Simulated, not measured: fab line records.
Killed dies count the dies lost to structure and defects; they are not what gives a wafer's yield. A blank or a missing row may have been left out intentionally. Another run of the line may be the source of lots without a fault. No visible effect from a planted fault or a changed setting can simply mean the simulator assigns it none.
Which of the tools did it? | flow gf180mcu | Sampling: 12 lots, 36 wafers, 5 of 602 route steps

## WHAT EACH GAUGE READ, for each wafer
GF_DNWELL_TW_MEAS_09.
lot  | measured    | on            | DNWELL_TW
L347 | day 2 18:35 | film_metro-04 | 1361 1353 1356
L348 | day 3 00:32 | film_metro-04 | 1369 1376 1377
L349 | day 3 05:05 | film_metro-03 | 1375 1371 1367
L350 | day 3 12:16 | film_metro-04 | 1359 1359 1356
L351 | day 3 14:52 | film_metro-04 | 1367 1372 1361
L352 | day 3 21:58 | film_metro-04 | 1354 1360 1354
L355 | day 4 13:29 | film_metro-02 | 1365 1365 1372
L357 | day 4 22:16 | film_metro-02 | 1352 1352 1347
L358 | day 5 06:10 | film_metro-03 | 1373 1381 1365
L361 | day 6 05:01 | film_metro-04 | 1360 1359 1361
L369 | day 7 15:10 | film_metro-02 | 1365 1360 1368
L370 | day 7 21:03 | film_metro-04 | 1362 1366 1355

GF_NWELL_OVL_MEAS_07.
lot  | measured    | on         | NWELL_OVL (nm)
L347 | day 3 06:53 | overlay-02 | 1.7 2.5 1.0
L348 | day 3 13:01 | overlay-02 | -1.3 1.5 1.6
L349 | day 3 18:20 | overlay-01 | 1.0 -0.2 0.4
L350 | day 4 01:34 | overlay-02 | 0.3 -0.1 1.4
L351 | day 4 03:47 | overlay-01 | 0.2 1.3 1.8
L352 | day 4 11:35 | overlay-02 | 2.7 2.4 2.6
L355 | day 5 03:16 | overlay-01 | 2.2 0.9 1.6
L357 | day 5 12:14 | overlay-02 | -1.4 1.3 1.1
L358 | day 5 19:31 | overlay-02 | -0.8 0.5 2.4
L361 | day 6 20:20 | overlay-02 | 3.1 -0.6 2.4
L369 | day 8 07:10 | overlay-01 | 1.3 1.0 -0.5
L370 | day 8 13:27 | overlay-01 | 0.2 1.5 -0.2

GF_MVSD_TW_MEAS_11.
lot  | measured     | on            | MVSD_TW
L347 | day 4 11:40  | film_metro-03 | 1606 1596 1609
L348 | day 4 17:47  | film_metro-04 | 1597 1603 1600
L349 | day 4 22:13  | film_metro-04 | 1604 1609 1608
L350 | day 5 06:04  | film_metro-04 | 1584 1572 1578
L351 | day 5 08:52  | film_metro-04 | 1591 1581 1590
L352 | day 5 15:58  | film_metro-03 | 1607 1603 1613
L355 | day 6 08:17  | film_metro-03 | 1607 1603 1606
L357 | day 6 17:34  | film_metro-01 | 1514 1519 1527
L358 | day 7 03:03  | film_metro-01 | 1499 1509 1494
L361 | day 8 04:48  | film_metro-04 | 1599 1589 1601
L369 | day 9 17:35  | film_metro-01 | 1563 1563 1570
L370 | day 10 00:47 | film_metro-01 | 1562 1561 1558

GF_VT_IMPLANT_RS_MEAS_46: the measuring method here is four-point-probe.
lot  | measured     | on            | MVSD_RS (ohm/sq)
L347 | day 7 13:22  | film_metro-04 | 455.3 455.6 454.4
L348 | day 7 20:57  | film_metro-03 | 457.1 455.2 457.4
L349 | day 8 01:31  | film_metro-03 | 455.7 455.9 455.8
L350 | day 8 10:46  | film_metro-01 | 458.6 458.3 458.4
L351 | day 8 13:38  | film_metro-01 | 457.0 456.4 457.5
L352 | day 8 23:24  | film_metro-03 | 458.4 456.6 457.5
L355 | day 9 19:50  | film_metro-04 | 455.6 457.1 455.2
L357 | day 10 04:47 | film_metro-03 | 537.3 536.2 537.1
L358 | day 10 14:41 | film_metro-03 | 535.8 536.4 535.4
L361 | day 11 22:13 | film_metro-03 | 457.6 458.3 457.3
L369 | day 13 15:58 | film_metro-04 | 455.0 455.2 455.1
L370 | day 14 00:43 | film_metro-04 | 455.2 455.7 455.4

## EACH LOT AND THE TOOL THAT RAN IT (in order: tool; ch and the chambers of the sampled wafers; start)
lot  | GF_MVSD_IMPLANT_09
L347 | implanter-02 ch 0, day 4 11:26
L348 | implanter-03 ch 0, day 4 17:32
L349 | implanter-02 ch 0, day 4 21:58
L350 | implanter-03 ch 0, day 5 05:49
L351 | implanter-02 ch 0, day 5 08:38
L352 | implanter-02 ch 0, day 5 15:43
L355 | implanter-03 ch 0, day 6 08:02
L357 | implanter-02 ch 0, day 6 17:20
L358 | implanter-02 ch 0, day 7 02:49
L361 | implanter-03 ch 0, day 8 04:34
L369 | implanter-03 ch 0, day 9 17:20
L370 | implanter-04 ch 0, day 10 00:32
- GF_MVSD_IMPLANT_09

## AS READ BY THE TOOLS THEMSELVES (means over the sampled wafers that have a number; for cases with no such wafer, the mark the record gives instead)
GF_MVSD_IMPLANT_09.
lot  | tool         | dose_ions_cm2 | faraday_current_uA
L347 | implanter-02 | 5e+12         | 28.5
L348 | implanter-03 | 5e+12         | 28.8
L349 | implanter-02 | 5e+12         | 28.4
L350 | implanter-03 | 5e+12         | 28.8
L351 | implanter-02 | 5e+12         | 27.8
L352 | implanter-02 | 5e+12         | 28.5
L355 | implanter-03 | 5e+12         | 28.2
L357 | implanter-02 | 1e+12         | 6.0
L358 | implanter-02 | 1e+12         | 5.8
L361 | implanter-03 | 5e+12         | 28.2
L369 | implanter-03 | 5e+12         | 28.3
L370 | implanter-04 | 5e+12         | 28.1

## THE ANSWER, worked out from the rows above alone
Rule: the lots themselves supply what counts as usual. The widest of any qualifying gaps counts: lots, ordered by their means at a reading, are off when they make up no more than a third of the lots, leave a main group of 4 or more, and stand apart from it by 3 or more times the standard deviation of that group's means. If all means in a main group match to the digits the tables above print for the reading, that group is not used. Also off: a lot with no number at a reading for which 4 or more lots have one. Any other lot the step has rows for is counted as sound. After the gauges, taken in route order, come the tools' own readings; for these a lot's mean is taken, as printed above. The first step at which some lot is off is used, and at that step the reading that is off furthest; a lot without a number counts as furthest.
Off: at GF_VT_IMPLANT_RS_MEAS_46 (MVSD_RS), L357, L358. Mean 456.5 ohm/sq and standard deviation 1.1 in the main group.
If a tool, at a process step before that reading, ran all the lots that are off and no sound lot after the first of them, it fits. Not tried: the gauges at GF_VT_IMPLANT_RS_MEAS_46; whatever is off there is also off at GF_MVSD_IMPLANT_09, on other tools, and gauge error can't account for it. One candidate fits, namely implanter-02 at GF_MVSD_IMPLANT_09. Its last sound lot is L352 (day 5 15:43), its first lot that is off L357 (day 6 17:20): a fault that began between those two fits.
The tool's own readings at GF_MVSD_IMPLANT_09 bear it out: on the lots that are off they differ by more than 5 times the standard deviation of the sound lots' means. dose_ions_cm2 reads 1e+12 there against 5e+12 on the sound lots; faraday_current_uA reads 5.9 there against 28.4 on the sound lots.

## WHAT THE SIMULATOR HAD PUT IN
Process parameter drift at GF_MVSD_IMPLANT_09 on implanter-02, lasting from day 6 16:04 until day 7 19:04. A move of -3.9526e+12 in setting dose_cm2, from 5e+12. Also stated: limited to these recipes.
Lots struck among those shown: L357, L358. This agrees with what the rule above found.
